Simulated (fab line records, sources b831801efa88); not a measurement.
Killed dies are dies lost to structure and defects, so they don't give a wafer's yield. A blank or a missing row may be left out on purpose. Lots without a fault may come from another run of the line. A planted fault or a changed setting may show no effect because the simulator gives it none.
fab line records | flow gf180mcu | part 1 of 2: steps 1 to 27 of 39
record lots=5 wafers=15 last_day=34
route steps=602 shown MIM@514 M5@526 V5@540
lots that met no fault: from a run of the same line without faults
start_h: hours from the record's first day to the start of the lot's first wafer shown | wait_h: hours since the lot's step before | " the same as in the row above | L1.1+2: a row that stands for several wafers | - no value, or no start given | * or withheld: withheld | < > ~ a bound
route shown NAME@n: a module of which the file shows steps, and the number in the route of the first | usual: mean/standard deviation of fault-free wafers | same: alike in all rows | chamber/n: place in a boat | sites: the reading at each site | _std_site: their standard deviation | _edge_site: outer sites' mean less inner sites' | radius_mm: how far each site lies from the wafer's centre | mask NAME#n: copy n | behind: the tool/chamber that last shaped the wafer | hold: why the lot was held/for how many hours/how that ended | device: the transistor (n, p or np) that didn't switch | end of line: the same wafers' tests at the end of the route | a step without rows: its recipe alone | killed: dies lost to structure and defects at the first sort, not the wafer's yield | map: a wafer's dies, x killed, . not, _ none there
set.NAME: the setting as run; set.NAME@STEP: as run at that earlier step | model.NAME: the simulator's own value behind a step, which no gauge read
lots at some steps of the route; a table a step, a row a wafer
services: from which hour (start_h, from the record's first day; less than 0 if before it) a tool's chamber was out of use, for how many hours, and why
## steps
# step GF_MIM_THK_MEAS_11
# recipe thk_meas_gauge=xrf reads=AlCu_of_MIM_SPUTTER_08
# usual MIM_ALCU_THK=197.3/2.3
# columns lot.wafer tool chamber start_h wait_h MIM_ALCU_THK[nm]
L074.1 film_metro-04 - 567.11 0.1 198.2
L074.2 " - " " 200.8
L074.4 " - " " 200.3
L076.1 film_metro-01 - 576.71 0.1 195.4
L076.4 " - " " 199.0
L076.5 " - " " 196.7
L083.1 film_metro-01 - 644.59 0.1 197.4
L083.2 " - " " 195.2
L083.5 " - " " 194.4
L091.1 film_metro-01 - 702.45 0.1 194.2
L091.2 " - " " 198.1
L091.5 " - " " 194.4
L096.3 film_metro-04 - 727.53 0.1 195.8
L096.4 " - " " 199.3
L096.5 " - " " 199.1
# step GF_MIM_DEHYDRATE_12
# recipe temp_c=200 time_s=60
# usual plate_temp_C=200.04/0.17
# columns lot.wafer tool chamber start_h wait_h plate_temp_C
L074.1 litho_track-02 0 576.73 9.6 200.06
L074.2 " 0 " " 199.99
L074.4 " 0 " " 199.86
L076.1 litho_track-04 0 586.57 9.9 200.03
L076.4 " 0 " " 199.93
L076.5 " 0 " " 199.94
L083.1 litho_track-02 0 653.43 8.8 200.02
L083.2 " 0 " " 200.20
L083.5 " 0 " " 200.21
L091.1 litho_track-02 0 710.18 7.7 199.93
L091.2 " 0 " " 199.83
L091.5 " 0 " " 199.99
L096.3 litho_track-04 0 735.32 7.8 199.91
L096.4 " 0 " " 200.11
L096.5 " 0 " " 199.90
# step GF_MIM_HMDS_13
# recipe prime_time_s=60 prime_temp_c=120
# usual prime_temp_c=120.00/0.13
# columns lot.wafer tool chamber start_h wait_h prime_temp_c
L074.1 litho_track-02 0 576.88 0.1 119.81
L074.2 " 0 " " 120.03
L074.4 " 0 " " 119.97
L076.1 litho_track-04 0 586.72 0.1 119.92
L076.4 " 0 " " 120.13
L076.5 " 0 " " 119.98
L083.1 litho_track-02 0 653.58 0.1 119.94
L083.2 " 0 " " 120.03
L083.5 " 0 " " 120.19
L091.1 litho_track-02 0 710.33 0.1 120.17
L091.2 " 0 " " 119.81
L091.5 " 0 " " 120.01
L096.3 litho_track-04 0 735.47 0.1 120.01
L096.4 " 0 " " 119.85
L096.5 " 0 " " 119.98
# step GF_MIM_COAT_14
# recipe resist=NOVOLAK spin_rpm=3000 resist_thk_nm=1000
# columns lot.wafer tool chamber start_h wait_h
L074.1+2+4 litho_track-02 0 577.03 0.1
L076.1+4+5 litho_track-04 0 586.87 0.1
L083.1+2+5 litho_track-02 0 653.73 0.1
L091.1+2+5 litho_track-02 0 710.48 0.1
L096.3+4+5 litho_track-04 0 735.62 0.1
# step GF_MIM_SOFTBAKE_15
# recipe temp_c=90 time_s=60 resist=NOVOLAK
# usual plate_temp_C=90.02/0.13
# columns lot.wafer tool chamber start_h wait_h plate_temp_C
L074.1 litho_track-02 0 577.18 0.1 89.98
L074.2 " 0 " " 89.95
L074.4 " 0 " " 89.93
L076.1 litho_track-04 0 587.02 0.1 90.11
L076.4 " 0 " " 90.19
L076.5 " 0 " " 89.90
L083.1 litho_track-02 0 653.88 0.1 90.01
L083.2 " 0 " " 89.99
L083.5 " 0 " " 89.88
L091.1 litho_track-02 0 710.63 0.1 90.12
L091.2 " 0 " " 90.09
L091.5 " 0 " " 90.16
L096.3 litho_track-04 0 735.77 0.1 90.02
L096.4 " 0 " " 90.22
L096.5 " 0 " " 90.08
# step GF_MIM_EXPOSE_16
# recipe mask_id=FuseTop target_cd_nm=2000 na=0.6 source_shape=conventional sigma_outer=0.6 dose_mj=140
# columns lot.wafer tool chamber start_h wait_h mask
L074.1+2+4 iline_stepper-02 0 - - FuseTop#0
L076.1+4+5 iline_stepper-02 0 - - FuseTop#0
L083.1+2+5 iline_stepper-01 0 - - FuseTop#0
L091.1+2+5 iline_stepper-01 0 - - FuseTop#0
L096.3+4+5 iline_stepper-02 0 - - FuseTop#0
# step GF_MIM_PEB_17
# recipe temp_c=withheld time_s=* resist=NOVOLAK
# columns lot.wafer tool chamber start_h wait_h
L074.1+2+4 litho_track-03 0 - -
L076.1+4+5 litho_track-02 0 - -
L083.1+2+5 litho_track-02 0 - -
L091.1+2+5 litho_track-02 0 - -
L096.3+4+5 litho_track-03 0 - -
# step GF_MIM_DEVELOP_18
# recipe develop_time_s=60 dev_temp_c=23
# columns lot.wafer tool chamber start_h wait_h
L074.1+2+4 litho_track-03 0 587.50 0.1
L076.1+4+5 litho_track-02 0 597.18 0.1
L083.1+2+5 litho_track-02 0 663.28 0.1
L091.1+2+5 litho_track-02 0 719.88 0.1
L096.3+4+5 litho_track-03 0 744.55 0.1
# step GF_MIM_METAL_ETCH_19
# recipe chemistry=Cl2/BCl3 mask_material=NOVOLAK stop_on=Si3N4 target_depth_nm=324.5 pressure_mtorr=8 icp_w=800 bias_w=140 Cl2_flow_sccm=80 bcl3_flow_sccm=40 time_s=54.1
# usual drypump_motor_current_A=5.9/0.45 oes_product_au=0.941/0.0063 throttle_valve_pct=28.284/0.01
# columns lot.wafer tool chamber start_h wait_h drypump_motor_current_A oes_product_au rf_hours_counter_h throttle_valve_pct
L074.1 rie_metal-01 0 587.65 0.1 5.9 0.941 1 28.290
L074.2 " 1 " " 6.6 0.948 9 28.271
L074.4 " 0 " " 5.8 0.950 - 28.279
L076.1 rie_metal-01 1 597.33 0.1 6.5 0.937 9 28.276
L076.4 " 0 " " 5.9 0.952 - 28.279
L076.5 " 0 " " 5.8 0.951 - 28.297
L083.1 rie_metal-03 1 663.43 0.1 6.3 0.945 3 28.267
L083.2 " 0 " " 6.0 0.937 6 28.291
L083.5 " 1 " " 6.3 0.938 - 28.277
L091.1 rie_metal-01 1 720.03 0.1 6.6 0.934 14 28.293
L091.2 " 0 " " 5.9 0.937 6 28.289
L091.5 " 1 " " 6.5 0.933 - 28.300
L096.3 rie_metal-04 0 744.70 0.1 5.2 0.933 - 28.303
L096.4 " 0 " " 5.2 0.940 - 28.289
L096.5 " 0 " " 5.2 0.940 - 28.287
# step GF_MIM_STRIP_20
# recipe chemistry=O2/N2 power_w=1400 pressure_mtorr=1500 platen_temp_c=250 o2_flow_sccm=3000 n2_flow_sccm=300 overash_fraction=0.5
# usual drypump_motor_current_A=5.7/0.35 heater_power_w=332/17 oes_product_au=0.692/0.0047 strip_time_to_endpoint_s=11.21/0.041
# columns lot.wafer tool chamber start_h wait_h drypump_motor_current_A heater_power_w oes_product_au rf_hours_counter_h strip_time_to_endpoint_s
L074.1 plasma_asher-01 0 587.72 0.0 6.0 330 0.693 93 11.22
L074.2 " 1 " " 5.6 354 0.683 93 11.17
L074.4 " 1 " " 5.6 361 0.688 - 11.24
L076.1 plasma_asher-02 1 597.40 0.0 5.7 323 0.694 86 11.16
L076.4 " 1 " " 5.7 325 0.690 - 11.18
L076.5 " 0 " " 6.2 340 0.693 - 11.18
L083.1 plasma_asher-02 1 663.52 0.1 5.7 327 0.694 93 11.23
L083.2 " 0 " " 6.2 343 0.682 93 11.18
L083.5 " 0 " " 6.2 333 0.686 - 11.23
L091.1 plasma_asher-02 1 720.10 0.0 5.7 331 0.688 99 11.24
L091.2 " 0 " " 6.2 340 0.690 99 11.22
L091.5 " 0 " " 6.2 340 0.698 - 11.24
L096.3 plasma_asher-01 0 744.82 0.1 6.1 323 0.689 - 11.18
L096.4 " 1 " " 5.6 352 0.697 - 11.23
L096.5 " 0 " " 6.1 318 0.692 - 11.26
# step GF_MIM_STRIP_21
# recipe chemistry=post_etch_residue_remover time_s=1200 temp_c=72.5
# usual bath_heat_duty_pct=14.4/1.2 temp_c=72.51/0.13
# columns lot.wafer tool chamber start_h wait_h bath_heat_duty_pct temp_c
L074.1 wet_bench-03 2 587.82 0.1 13.0 72.38
L074.2 " 2 " " 15.5 72.29
L074.4 " 2 " " 15.3 72.51
L076.1 wet_bench-03 1 597.50 0.1 16.1 72.49
L076.4 " 1 " " 15.9 72.45
L076.5 " 1 " " 15.0 72.42
L083.1 wet_bench-03 3 663.62 0.1 12.1 72.52
L083.2 " 3 " " 12.4 72.62
L083.5 " 3 " " 13.3 72.59
L091.1 wet_bench-03 3 720.20 0.1 10.9 72.37
L091.2 " 3 " " 12.6 72.60
L091.5 " 3 " " 12.3 72.56
L096.3 wet_bench-03 0 744.89 0.0 12.5 72.77
L096.4 " 0 " " 13.5 72.61
L096.5 " 0 " " 14.1 72.60
# step GF_MIM_CLEAN_22
# recipe chemistry=DIW dry=n2_spin
# columns lot.wafer tool chamber start_h wait_h
L074.1+2+4 wet_bench-02 0 588.20 0.0
L076.1+4+5 wet_bench-02 0 597.89 0.0
L083.1+2+5 wet_bench-01 3 664.00 0.0
L091.1+2+5 wet_bench-02 0 720.54 0.0
L096.3+4+5 wet_bench-03 2 745.26 0.0
# step GF_M5_DEHYDRATE_00
# recipe temp_c=200 time_s=60
# usual plate_temp_C=200.05/0.15
# columns lot.wafer tool chamber start_h wait_h plate_temp_C
L074.1 litho_track-01 0 598.53 10.2 200.29
L074.2 " 0 " " 200.44
L074.4 " 0 " " 200.50
L076.1 litho_track-04 0 607.72 9.7 199.98
L076.4 " 0 " " 200.11
L076.5 " 0 " " 200.04
L083.1 litho_track-02 0 672.78 8.7 200.16
L083.2 " 0 " " 200.08
L083.5 " 0 " " 199.97
L091.1 litho_track-02 0 728.53 7.9 199.77
L091.2 " 0 " " 199.80
L091.5 " 0 " " 200.07
L096.3 litho_track-04 0 753.12 7.8 200.11
L096.4 " 0 " " 200.02
L096.5 " 0 " " 200.04
# step GF_M5_HMDS_01
# recipe prime_time_s=60 prime_temp_c=120
# usual prime_temp_c=120.02/0.13
# columns lot.wafer tool chamber start_h wait_h prime_temp_c
L074.1 litho_track-01 0 598.68 0.1 119.80
L074.2 " 0 " " 119.90
L074.4 " 0 " " 119.63
L076.1 litho_track-04 0 607.87 0.1 120.21
L076.4 " 0 " " 120.10
L076.5 " 0 " " 120.03
L083.1 litho_track-02 0 672.93 0.1 119.93
L083.2 " 0 " " 119.91
L083.5 " 0 " " 119.85
L091.1 litho_track-02 0 728.68 0.1 120.01
L091.2 " 0 " " 120.05
L091.5 " 0 " " 120.03
L096.3 litho_track-04 0 753.27 0.1 120.06
L096.4 " 0 " " 119.85
L096.5 " 0 " " 120.17
# step GF_M5_COAT_02
# recipe resist=KrF spin_rpm=withheld resist_thk_nm=1000
# columns lot.wafer tool chamber start_h wait_h
L074.1+2+4 litho_track-01 0 598.83 0.1
L076.1+4+5 litho_track-04 0 608.02 0.1
L083.1+2+5 litho_track-02 0 673.08 0.1
L091.1+2+5 litho_track-02 0 728.83 0.1
L096.3+4+5 litho_track-04 0 753.42 0.1
# step GF_M5_SOFTBAKE_03
# recipe temp_c=130 time_s=60 resist=KrF
# usual plate_temp_C=130.00/0.13
# columns lot.wafer tool chamber start_h wait_h plate_temp_C
L074.1 litho_track-01 0 598.98 0.1 129.75
L074.2 " 0 " " 129.95
L074.4 " 0 " " 130.06
L076.1 litho_track-04 0 608.17 0.1 129.94
L076.4 " 0 " " 130.05
L076.5 " 0 " " 130.11
L083.1 litho_track-02 0 673.23 0.1 129.97
L083.2 " 0 " " 129.85
L083.5 " 0 " " 129.95
L091.1 litho_track-02 0 728.98 0.1 129.97
L091.2 " 0 " " 130.04
L091.5 " 0 " " 130.29
L096.3 litho_track-04 0 753.57 0.1 129.88
L096.4 " 0 " " 129.81
L096.5 " 0 " " 129.98
# step GF_M5_EXPOSE_04
# recipe mask_id=Metal5 target_cd_nm=280 na=0.68 source_shape=conventional sigma_outer=0.6 dose_mj=28
# columns lot.wafer tool chamber start_h wait_h mask
L074.1+2+4 krf_scanner-01 0 - - Metal5#0
L076.1+4+5 krf_scanner-01 0 - - Metal5#0
L083.1+2+5 krf_scanner-02 0 - - Metal5#0
L091.1+2+5 krf_scanner-01 0 - - Metal5#0
L096.3+4+5 krf_scanner-01 0 - - Metal5#0
# step GF_M5_PEB_05
# recipe peb_temp_c=135 peb_time_s=90 resist=KrF
# usual plate_temp_C=135.01/0.13
# columns lot.wafer tool chamber start_h wait_h plate_temp_C
L074.1 litho_track-04 0 - - 134.89
L074.2 " 0 " " 135.09
L074.4 " 0 " " 135.03
L076.1 litho_track-01 0 - - 134.79
L076.4 " 0 " " 134.78
L076.5 " 0 " " 134.86
L083.1 litho_track-01 0 - - 135.26
L083.2 " 0 " " 135.00
L083.5 " 0 " " 135.08
L091.1 litho_track-02 0 - - 135.03
L091.2 " 0 " " 135.00
L091.5 " 0 " " 135.00
L096.3 litho_track-01 0 - - 134.94
L096.4 " 0 " " 135.08
L096.5 " 0 " " 135.07
# step GF_M5_DEVELOP_06
# recipe develop_time_s=60 dev_temp_c=21
# columns lot.wafer tool chamber start_h wait_h
L074.1+2+4 litho_track-04 0 609.27 0.2
L076.1+4+5 litho_track-01 0 618.57 0.2
L083.1+2+5 litho_track-01 0 683.07 0.2
L091.1+2+5 litho_track-02 0 737.58 0.2
L096.3+4+5 litho_track-01 0 761.32 0.1
# step GF_M5_CD_MEAS_07
# recipe target_cd_nm=280
# usual cd_nm=280.2/1.5
# columns lot.wafer tool chamber start_h wait_h cd_nm
L074.1 cd_sem-01 - 609.42 0.1 279.8
L074.2 " - " " 278.5
L074.4 " - " " 280.2
L076.1 cd_sem-01 - 618.72 0.1 280.6
L076.4 " - " " 280.8
L076.5 " - " " 281.5
L083.1 cd_sem-02 - 683.22 0.1 278.9
L083.2 " - " " 278.0
L083.5 " - " " 278.9
L091.1 cd_sem-01 - 737.73 0.1 280.5
L091.2 " - " " 280.1
L091.5 " - " " 279.0
L096.3 cd_sem-01 - 761.46 0.1 280.2
L096.4 " - " " 281.1
L096.5 " - " " 279.8
# step GF_M5_OVL_MEAS_08
# usual M5_OVL=-6/6.4
# columns lot.wafer tool chamber start_h wait_h M5_OVL[nm]
L074.1 overlay-01 - 609.54 0.1 -6
L074.2 " - " " -16
L074.4 " - " " -17
L076.1 overlay-01 - 618.84 0.1 -9
L076.4 " - " " -9
L076.5 " - " " -8
L083.1 overlay-02 - 683.34 0.1 2
L083.2 " - " " 0
L083.5 " - " " 2
L091.1 overlay-01 - 737.85 0.1 -16
L091.2 " - " " -15
L091.5 " - " " -7
L096.3 overlay-02 - 761.56 0.1 -6
L096.4 " - " " -19
L096.5 " - " " -10
# step GF_M5_ETCH_09
# recipe chemistry=CF4/O2 target=Si3N4 target_depth_nm=52 source_w=800 bias_w=150 pressure_mtorr=150 cf4_flow_sccm=80 O2_flow_sccm=10 time_s=11.6
# usual drypump_motor_current_A=5.9/0.47 oes_product_au=1.000/0.0094 throttle_valve_pct=5.970/0.009
# columns lot.wafer tool chamber start_h wait_h drypump_motor_current_A oes_product_au rf_hours_counter_h throttle_valve_pct
L074.1 rie_diel-03 0 609.58 0.0 6.3 0.999 55 5.966
L074.2 " 3 " " 6.2 1.006 15 5.985
L074.4 " 2 " " 5.8 1.002 64 5.973
L076.1 rie_diel-03 1 618.88 0.0 5.4 0.986 13 5.959
L076.4 " 3 " " 6.2 1.017 15 5.969
L076.5 " 1 " " 5.4 0.992 - 5.962
L083.1 rie_diel-01 0 683.38 0.0 5.1 0.998 2 5.974
L083.2 " 3 " " 6.3 0.998 22 5.964
L083.5 " 3 " " 6.3 1.009 - 5.976
L091.1 rie_diel-01 0 737.89 0.0 5.0 1.000 4 5.967
L091.2 " 1 " " 6.5 0.988 13 5.962
L091.5 " 3 " " 6.3 0.988 - 5.980
L096.3 rie_diel-03 0 761.58 0.0 6.3 1.001 1 5.987
L096.4 " 1 " " 5.4 0.993 18 5.954
L096.5 " 3 " " 6.3 1.011 - 5.961
# step GF_M5_METAL_ETCH_10
# recipe chemistry=Cl2/BCl3 mask_material=KrF target_depth_nm=750.8 stop_on=SiO2 pressure_mtorr=8 icp_w=800 bias_w=140 Cl2_flow_sccm=80 bcl3_flow_sccm=40 time_s=125.1
# usual drypump_motor_current_A=5.9/0.37 oes_product_au=0.990/0.0057 throttle_valve_pct=28.229/0.0096
# columns lot.wafer tool chamber start_h wait_h drypump_motor_current_A oes_product_au rf_hours_counter_h throttle_valve_pct
L074.1 rie_metal-03 1 609.60 0.0 6.3 0.987 1 28.222
L074.2 " 0 " " 6.0 0.990 4 28.241
L074.4 " 0 " " 6.0 0.989 - 28.224
L076.1 rie_metal-04 1 618.90 0.0 5.5 1.000 9 28.228
L076.4 " 1 " " 5.5 0.991 - 28.221
L076.5 " 1 " " 5.5 0.983 - 28.217
L083.1 rie_metal-03 1 683.40 0.0 6.3 0.992 4 28.231
L083.2 " 0 " " 6.0 0.989 7 28.236
L083.5 " 0 " " 6.0 0.994 - 28.232
L091.1 rie_metal-04 0 737.91 0.0 5.2 0.983 7 28.229
L091.2 " 0 " " 5.2 0.993 - 28.234
L091.5 " 0 " " 5.2 0.987 - 28.236
L096.3 rie_metal-02 0 761.65 0.1 5.9 0.980 - 28.234
L096.4 " 1 " " 6.0 0.988 - 28.226
L096.5 " 1 " " 6.0 0.989 - 28.233
# step GF_M5_STRIP_11
# recipe chemistry=O2/N2 power_w=1400 pressure_mtorr=1500 platen_temp_c=250 o2_flow_sccm=3000 n2_flow_sccm=300 overash_fraction=0.5
# usual drypump_motor_current_A=5.8/0.31 heater_power_w=343/16 oes_product_au=0.524/0.005 strip_time_to_endpoint_s=7.05/0.044
# columns lot.wafer tool chamber start_h wait_h drypump_motor_current_A heater_power_w oes_product_au rf_hours_counter_h strip_time_to_endpoint_s
L074.1 plasma_asher-02 1 609.73 0.1 5.7 334 0.518 87 7.09
L074.2 " 0 " " 6.2 340 0.520 87 7.06
L074.4 " 1 " " 5.7 324 0.527 - 7.04
L076.1 plasma_asher-01 0 619.03 0.1 6.1 327 0.528 96 7.06
L076.4 " 0 " " 6.1 324 0.521 - 7.04
L076.5 " 1 " " 5.6 356 0.517 - 7.05
L083.1 plasma_asher-02 1 683.53 0.1 5.7 323 0.514 95 7.05
L083.2 " 0 " " 6.2 350 0.527 95 7.10
L083.5 " 0 " " 6.2 343 0.527 - 7.11
L091.1 plasma_asher-03 0 738.17 0.2 6.0 374 0.520 62 7.01
L091.2 " 1 " " 5.3 336 0.524 62 7.08
L091.5 " 0 " " 6.0 373 0.527 - 7.04
L096.3 plasma_asher-01 0 761.76 0.1 6.1 324 0.523 - 7.08
L096.4 " 1 " " 5.6 341 0.525 - 7.08
L096.5 " 0 " " 6.1 324 0.520 - 7.09
# step GF_M5_STRIP_12
# recipe chemistry=post_etch_residue_remover time_s=1200 temp_c=72.5
# usual bath_heat_duty_pct=14.0/1 temp_c=72.53/0.1
# columns lot.wafer tool chamber start_h wait_h bath_heat_duty_pct temp_c
L074.1 wet_bench-03 0 609.83 0.1 13.6 72.63
L074.2 " 0 " " 12.5 72.66
L074.4 " 0 " " 12.5 72.52
L076.1 wet_bench-03 1 619.13 0.1 16.4 72.53
L076.4 " 1 " " 14.5 72.47
L076.5 " 1 " " 16.1 72.42
L083.1 wet_bench-02 2 683.63 0.1 15.6 72.63
L083.2 " 2 " " 14.0 72.62
L083.5 " 2 " " 16.6 72.54
L091.1 wet_bench-02 0 738.27 0.1 13.9 72.72
L091.2 " 0 " " 13.7 72.54
L091.5 " 0 " " 14.4 72.68
L096.3 wet_bench-04 3 761.83 0.0 14.8 72.61
L096.4 " 3 " " 14.0 72.44
L096.5 " 3 " " 13.9 72.56
# step GF_M5_CLEAN_13
# recipe chemistry=DIW dry=n2_spin
# columns lot.wafer tool chamber start_h wait_h
L074.1+2+4 wet_bench-02 1 610.17 0.0
L076.1+4+5 wet_bench-03 0 619.47 0.0
L083.1+2+5 wet_bench-03 3 684.01 0.0
L091.1+2+5 wet_bench-03 3 738.61 0.0
L096.3+4+5 wet_bench-02 2 762.17 0.0
# step GF_V5_CVD_00
# recipe material=SiO2 target_thk_nm=300 sigma_open_frac=0.3 temp_c=400 time_s=50 sih4_flow_sccm=60 pressure_mtorr=6
# columns lot.wafer tool chamber start_h wait_h
L074.1+2+4 hdpcvd-02 1,0,2 610.26 0.0
L076.1+4+5 hdpcvd-02 2,2,0 619.57 0.0
L083.1+2+5 hdpcvd-01 1,2,0 684.10 0.0
L091.1+2+5 hdpcvd-02 2,1,0 738.71 0.0
L096.3+4+5 hdpcvd-02 2,0,1 762.26 0.0
